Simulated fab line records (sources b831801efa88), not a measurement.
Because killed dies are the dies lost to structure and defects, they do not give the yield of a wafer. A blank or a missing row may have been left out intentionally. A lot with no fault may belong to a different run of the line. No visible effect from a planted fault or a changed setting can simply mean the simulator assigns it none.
fab line records    flow sky130
record: lots: 7  wafers: 21  last-day: 50
route steps=708 shown CAPM@548 METAL3@555
lots with no fault: from the same line, run without faults
start-h: start of the lot's first displayed wafer, in hours after the record's first day    wait-h: hours elapsed since this lot's preceding step    " same as the row above    L1.1+2: several wafers, shown together as one row    - no value present, or no start provided    * or withheld: withheld    < > ~ a bound
route shown NAME@n: a module of which the file shows steps, and the number in the route of the first    usual: mean/standard deviation taken from wafers without a fault    same: alike in all rows    chamber/n: place in a boat    sites: the reading at each site    _std_site: standard deviation of those values    _edge_site: the outer-site mean with the inner-site mean subtracted    radius-mm: for every site, how far away it sits from the centre of the wafer    mask NAME#n: copy n    behind: the tool/chamber that last shaped the wafer    hold: the reason the lot was held/the length of the hold in hours/how it ended    device: which transistor (n, p or np) failed to switch    end of line: the same wafers' tests at the end of the route    step lacking rows: just its recipe    killed: the dies lost at the first sort to structure and to defects; this is not the yield of the wafer    map: shows each die of a wafer: x if killed, . if not, _ if none is there
set.NAME: the setting the step ran with; set.NAME@STEP: the setting that earlier step ran with    model.NAME: the simulator's own value behind a step, which no gauge read
certain route steps with their lots: each step a table, each wafer a row
services: from which hour (start-h, from the record's first day; less than 0 if before it) a tool's chamber was out of use, for how many hours, and why
== steps ==
step: SKY_CAPM_DEVELOP_11
recipe: resist: NOVOLAK  developer: TMAH  develop-time-s: 60  dev-temp-c: 23
step: SKY_CAPM_OVL_MEAS_12
usual: CAPM_OVL: 0.1/1.7
lot.wafer  tool        chamber  start-h  wait-h  CAPM_OVL[nm]
L646.3     overlay-01  -        874.24   0.1     0.0
L646.4     "           -        "        "       -1.1
L646.6     "           -        "        "       -0.8
L655.1     overlay-01  -        941.47   0.1     -2.9
L655.4     "           -        "        "       -2.3
L655.6     "           -        "        "       -2.2
L662.1     overlay-02  -        996.27   0.1     -1.3
L662.3     "           -        "        "       1.1
L662.5     "           -        "        "       1.8
L663.2     overlay-01  -        998.33   0.1     -2.9
L663.5     "           -        "        "       -0.4
L663.6     "           -        "        "       -1.0
L664.2     overlay-02  -        999.30   0.1     -0.8
L664.3     "           -        "        "       -1.4
L664.6     "           -        "        "       1.3
L668.3     overlay-01  -        1029.70  0.1     1.9
L668.5     "           -        "        "       0.8
L668.6     "           -        "        "       0.9
L669.2     overlay-01  -        1043.83  0.1     0.3
L669.3     "           -        "        "       0.8
L669.5     "           -        "        "       -1.7
step: SKY_CAPM_METAL_ETCH_13
recipe: target-depth-nm: 220  stop-on: SiO2  chemistry: Cl2/BCl3  target: TiN  pressure-mtorr: 10  icp-w: 900  bias-w: 48.5  Cl2_flow_sccm: 60  bcl3-flow-sccm: 30  time-s: 62.9
usual: bias-w: 48.49/0.14  drypump-motor-current-A: 5.7/0.42  oes-product-au: 0.939/0.0078  throttle-valve-pct: 21.903/0.011
lot.wafer  tool          chamber  start-h  wait-h  bias-w  drypump-motor-current-A  oes-product-au  rf-hours-counter-h  throttle-valve-pct
L646.3     rie-metal-01  1        874.29   0.0     48.61   6.2                      0.927           -                   21.925
L646.4     "             0        "        "       48.47   6.2                      0.927           -                   21.924
L646.6     "             1        "        "       48.33   6.2                      0.926           -                   21.930
L655.1     rie-metal-04  0        941.51   0.0     48.61   5.8                      0.950           2                   21.897
L655.4     "             0        "        "       48.32   5.8                      0.932           -                   21.896
L655.6     "             1        "        "       48.38   5.4                      0.942           -                   21.907
L662.1     rie-metal-04  1        996.31   0.0     48.26   5.4                      0.957           7                   21.892
L662.3     "             0        "        "       48.60   5.8                      0.941           -                   21.896
L662.5     "             1        "        "       48.40   5.4                      0.947           -                   21.888
L663.2     rie-metal-01  0        998.36   0.0     48.40   6.3                      0.944           19                  21.909
L663.5     "             0        "        "       48.46   6.3                      0.944           -                   21.910
L663.6     "             1        "        "       48.61   6.2                      0.942           -                   21.892
L664.2     rie-metal-03  1        999.33   0.0     48.37   5.1                      0.942           20                  21.896
L664.3     "             0        "        "       48.64   5.8                      0.941           -                   21.898
L664.6     "             1        "        "       48.45   5.1                      0.943           -                   21.886
L668.3     rie-metal-03  0        1029.75  0.0     48.46   5.8                      0.940           -                   21.933
L668.5     "             1        "        "       48.66   5.1                      0.935           -                   21.912
L668.6     "             0        "        "       48.52   5.7                      0.935           -                   21.899
L669.2     rie-metal-01  0        1043.86  0.0     48.52   6.2                      0.949           1                   21.896
L669.3     "             1        "        "       48.44   6.2                      0.937           -                   21.896
L669.5     "             1        "        "       48.33   6.2                      0.938           -                   21.899
step: SKY_CAPM_STRIP_14
recipe: chemistry: O2/N2  power-w: 1400  pressure-mtorr: 1500  platen-temp-c: withheld  o2-flow-sccm: 3000  n2-flow-sccm: 300  overash-fraction: 0.5
usual: drypump-motor-current-A: 5.9/0.47  oes-product-au: 0.710/0.0049  strip-time-to-endpoint-s: 12.63/0.041
lot.wafer  tool             chamber  start-h  wait-h  drypump-motor-current-A  oes-product-au  rf-hours-counter-h  strip-time-to-endpoint-s
L646.3     plasma-asher-02  1        874.37   0.1     5.1                      0.712           -                   12.62
L646.4     "                0        "        "       6.6                      0.714           -                   12.62
L646.6     "                0        "        "       6.6                      0.706           -                   12.59
L655.1     plasma-asher-02  0        941.59   0.1     6.6                      0.711           112                 12.53
L655.4     "                1        "        "       5.1                      0.702           -                   12.54
L655.6     "                1        "        "       5.1                      0.719           -                   12.55
L662.1     plasma-asher-01  1        996.39   0.1     5.7                      0.708           25                  12.66
L662.3     "                1        "        "       5.6                      0.702           -                   12.64
L662.5     "                1        "        "       5.7                      0.706           -                   12.65
L663.2     plasma-asher-03  1        998.44   0.1     5.8                      0.717           87                  12.65
L663.5     "                1        "        "       5.8                      0.714           -                   12.69
L663.6     "                0        "        "       6.1                      0.705           -                   12.68
L664.2     plasma-asher-01  1        999.40   0.1     5.6                      0.707           26                  12.63
L664.3     "                1        "        "       5.6                      0.707           -                   12.62
L664.6     "                1        "        "       5.6                      0.713           -                   12.65
L668.3     plasma-asher-02  1        1029.84  0.1     5.1                      0.706           -                   12.67
L668.5     "                1        "        "       5.0                      0.711           -                   12.69
L668.6     "                0        "        "       6.6                      0.707           -                   12.69
L669.2     plasma-asher-01  1        1043.94  0.1     5.6                      0.702           30                  12.68
L669.3     "                1        "        "       5.6                      0.708           -                   12.68
L669.5     "                0        "        "       5.6                      0.709           -                   12.65
step: SKY_CAPM_STRIP_15
recipe: chemistry: post-etch-residue-remover  time-s: 1200  temp-c: 72.5
step: SKY_CAPM_CLEAN_16
recipe: chemistry: IPA  time-s: 180  temp-c: 25
step: SKY_CAPM_CLEAN_17
recipe: chemistry: O3/DIW  dry: n2-spin
step: SKY_METAL3_DEHYDRATE_05
recipe: temp-c: 200  time-s: 60
step: SKY_METAL3_HMDS_06
recipe: prime-time-s: 60  prime-temp-c: 120
step: SKY_METAL3_COAT_07
recipe: resist: BARC  temp-c: withheld  time-s: withheld  spin-rpm: 3000  resist-thk-nm: 60
step: SKY_METAL3_COAT_08
recipe: resist: KrF-thick  spin-rpm: 3000  resist-thk-nm: 1140
step: SKY_METAL3_SOFTBAKE_09
recipe: temp-c: 100  time-s: 90  resist: KrF-thick
step: SKY_METAL3_EXPOSE_10
recipe: mask-id: MM3  na: 0.68  source-shape: annular  sigma-inner: 0.4  sigma-outer: 0.8  target-cd-nm: 300  dose-mj: 28
usual: exposure-dose-mJ-cm2: 28.04/0.11  focus-offset-nm: 0.0/0.57
lot.wafer  tool            chamber  start-h  wait-h  mask   exposure-dose-mJ-cm2  focus-offset-nm
L646.3     krf-scanner-02  0        888.10   -       MM3#0  28.17                 0.6
L646.4     "               0        "        "       MM3#0  28.17                 1.4
L646.6     "               0        "        "       MM3#0  28.16                 0.4
L655.1     krf-scanner-01  0        954.51   -       MM3#0  27.98                 0.4
L655.4     "               0        "        "       MM3#0  27.93                 1.1
L655.6     "               0        "        "       MM3#0  27.92                 0.8
L662.1     krf-scanner-01  -        1007.89  -       MM3#0  -                     -
L662.3     "               -        "        "       MM3#0  -                     -
L662.5     "               -        "        "       MM3#0  -                     -
L663.2     krf-scanner-02  -        1011.23  -       MM3#0  -                     -
L663.5     "               -        "        "       MM3#0  -                     -
L663.6     "               -        "        "       MM3#0  -                     -
L664.2     krf-scanner-02  -        1011.94  -       MM3#0  -                     -
L664.3     "               -        "        "       MM3#0  -                     -
L664.6     "               -        "        "       MM3#0  -                     -
L668.3     krf-scanner-02  0        1042.48  -       MM3#0  28.11                 0.0
L668.5     "               0        "        "       MM3#0  28.12                 -0.4
L668.6     "               0        "        "       MM3#0  28.09                 0.0
L669.2     krf-scanner-02  0        1055.59  -       MM3#0  28.14                 -1.0
L669.3     "               0        "        "       MM3#0  28.14                 -1.0
L669.5     "               0        "        "       MM3#0  28.15                 -0.6
step: SKY_METAL3_PEB_11
recipe: peb-temp-c: withheld  peb-time-s: withheld  resist: KrF-thick
== services ==
tool             chamber  start-h  hours  kind
plasma-asher-01  -        855.09   3.9    repair
krf-scanner-01   -        877.38   1.0    pm
krf-scanner-02   -        878.38   4.0    pm
rie-metal-01     -        887.20   0.6    repair
rie-metal-01     0        899.65   6.2    repair
krf-scanner-02   -        903.94   0.5    repair
rie-metal-04     -        904.11   0.2    repair
krf-scanner-01   -        927.46   0.8    pm
rie-metal-04     -        928.18   2.5    repair
krf-scanner-01   -        945.77   1.3    pm
krf-scanner-02   -        948.77   3.6    pm
rie-metal-03     0        949.59   1.5    repair
krf-scanner-02   -        952.32   1.0    pm
krf-scanner-01   -        957.72   6.0    repair
rie-metal-03     -        959.00   2.8    pm
rie-metal-04     -        980.25   7.6    repair
krf-scanner-02   -        984.10   0.8    pm
plasma-asher-02  -        984.57   0.7    repair
krf-scanner-02   -        998.75   1.3    pm
plasma-asher-01  -        1024.29  0.7    repair
krf-scanner-01   -        1034.34  19.7   repair
plasma-asher-02  -        1046.20  15.6   pm
rie-metal-01     0        1049.96  76.4   repair
krf-scanner-01   -        1054.05  1.0    pm
== key ==
first-sign: step: SKY_METAL3_EXPOSE_10  reading: tool-record  direction: missing
effect none on later readings
met-at SKY_METAL3_EXPOSE_10
struck-wafers L662.1,L662.3,L662.5,L663.2,L663.5,L663.6,L664.2,L664.3,L664.6
later-rows-left-out L662.1,L662.3,L662.5,L663.2,L663.5,L663.6,L664.2,L664.3,L664.6
sort-left-out L662.1,L662.3,L662.5,L663.2,L663.5,L663.6,L664.2,L664.3,L664.6
onset-between 954.51 1007.89
fault: kind: skipped-step-whole  tool: krf-scanner-01,krf-scanner-02  chamber: -  onset-h: 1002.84  steps: SKY_METAL3_EXPOSE_10  scope: struck-lots-only
sort-left-out: the simulated sort isn't trusted on such a fault, so these wafers' sort isn't shown, and their yield isn't known
later-rows-left-out: the simulator's readings of these wafers behind a module that went badly wrong aren't trusted and aren't shown, but for the sort
